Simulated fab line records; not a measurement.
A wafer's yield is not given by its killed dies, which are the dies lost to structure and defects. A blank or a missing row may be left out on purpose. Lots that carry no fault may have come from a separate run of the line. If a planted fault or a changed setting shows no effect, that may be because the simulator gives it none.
Matching of chambers || flow sky130 || pecvd-01 running SKY_PASSIVATION_CVD_02: 3 sister chambers
The step deposits Si3N4, target thk 540 nm. 14 wafers are shown with their chamber, then 7 later ones without.

## WAFERS, EACH WITH ITS CHAMBER
{"wafer": "L334.2", "chamber": 0, "heater_power_w (W)": 765, "heater_power_outer_w (W)": 515, "rf_fwd_power_W (W)": 448.1}
{"wafer": "L334.4", "chamber": 2, "heater_power_w (W)": 681, "heater_power_outer_w (W)": 403, "rf_fwd_power_W (W)": 451.3}
{"wafer": "L334.5", "chamber": 0, "heater_power_w (W)": 609, "heater_power_outer_w (W)": 401, "rf_fwd_power_W (W)": 446.2}
{"wafer": "L336.2", "chamber": 0, "heater_power_w (W)": 695, "heater_power_outer_w (W)": 471, "rf_fwd_power_W (W)": 449.2}
{"wafer": "L336.4", "chamber": 0, "heater_power_w (W)": 724, "heater_power_outer_w (W)": 490, "rf_fwd_power_W (W)": 452.2}
{"wafer": "L336.5", "chamber": 0, "heater_power_w (W)": 735, "heater_power_outer_w (W)": 488, "rf_fwd_power_W (W)": 450.1}
{"wafer": "L338.1", "chamber": 2, "heater_power_w (W)": 681, "heater_power_outer_w (W)": 400, "rf_fwd_power_W (W)": 450.4}
{"wafer": "L338.5", "chamber": 1, "heater_power_w (W)": 854, "heater_power_outer_w (W)": 489, "rf_fwd_power_W (W)": 449.8}
{"wafer": "L338.6", "chamber": 0, "heater_power_w (W)": 737, "heater_power_outer_w (W)": 505, "rf_fwd_power_W (W)": 449.9}
{"wafer": "L347.2", "chamber": 2, "heater_power_w (W)": 684, "heater_power_outer_w (W)": 424, "rf_fwd_power_W (W)": 451.2}
{"wafer": "L347.5", "chamber": 1, "heater_power_w (W)": 777, "heater_power_outer_w (W)": 446, "rf_fwd_power_W (W)": 450.9}
{"wafer": "L347.6", "chamber": 2, "heater_power_w (W)": 726, "heater_power_outer_w (W)": 443, "rf_fwd_power_W (W)": 449.8}
{"wafer": "L348.2", "chamber": 1, "heater_power_w (W)": 801, "heater_power_outer_w (W)": 477, "rf_fwd_power_W (W)": 448.6}
{"wafer": "L348.3", "chamber": 1, "heater_power_w (W)": 827, "heater_power_outer_w (W)": 504, "rf_fwd_power_W (W)": 447.4}

SIGNATURES (averages over the wafers above)
{"reading": "heater_power_w", "chamber 0": 710.83, "chamber 1": 814.75, "chamber 2": 693.00, "scatter within a chamber": 42.4}
{"reading": "heater_power_outer_w", "chamber 0": 478.33, "chamber 1": 479.00, "chamber 2": 417.50, "scatter within a chamber": 32.1}
{"reading": "rf_fwd_power_W", "chamber 0": 449.283, "chamber 1": 449.175, "chamber 2": 450.675, "scatter within a chamber": 1.62}
Rule: a wafer lies at a distance from a chamber equal to the root of the sum of squares, over the readings, of (its reading less the chamber's mean, divided by the reading's scatter). The wafer belongs to the nearest chamber; if the next one is less than 2 further off, it can't be placed. The scatter: the root of (the sum of the squares of (reading less its chamber's mean) over the shown wafers, divided by (wafers less chambers)).

## WAFERS WHOSE CHAMBER IS MISSING
{"wafer": "L348.4", "heater_power_w (W)": 717, "heater_power_outer_w (W)": 445, "rf_fwd_power_W (W)": 450.1}
{"wafer": "L352.1", "heater_power_w (W)": 713, "heater_power_outer_w (W)": 430, "rf_fwd_power_W (W)": 451.2}
{"wafer": "L352.5", "heater_power_w (W)": 604, "heater_power_outer_w (W)": 352, "rf_fwd_power_W (W)": 450.9}
{"wafer": "L352.6", "heater_power_w (W)": 744, "heater_power_outer_w (W)": 447, "rf_fwd_power_W (W)": 449.6}
{"wafer": "L355.1", "heater_power_w (W)": 608, "heater_power_outer_w (W)": 357, "rf_fwd_power_W (W)": 449.3}
{"wafer": "L355.2", "heater_power_w (W)": 776, "heater_power_outer_w (W)": 443, "rf_fwd_power_W (W)": 448.9}
{"wafer": "L355.6", "heater_power_w (W)": 800, "heater_power_outer_w (W)": 461, "rf_fwd_power_W (W)": 448.3}

## WHICH CHAMBER EACH WENT THROUGH
{"wafer": "L348.4", "from the rows above": "can't be placed: 2 or 0 or 1", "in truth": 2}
{"wafer": "L352.1", "from the rows above": "can't be placed: 2 or 0", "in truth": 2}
{"wafer": "L352.5", "from the rows above": "can't be placed: 2 or 0", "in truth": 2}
{"wafer": "L352.6", "from the rows above": "can't be placed: 0 or 2 or 1", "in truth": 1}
{"wafer": "L355.1", "from the rows above": "can't be placed: 2 or 0", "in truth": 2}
{"wafer": "L355.2", "from the rows above": "can't be placed: 1 or 0 or 2", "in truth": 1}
{"wafer": "L355.6", "from the rows above": "can't be placed: 1 or 0", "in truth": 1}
Placed correctly: 0 of 7. From these rows, 7 cannot be placed; in 7 the true chamber is one of the candidates. Number placed wrongly: 0.
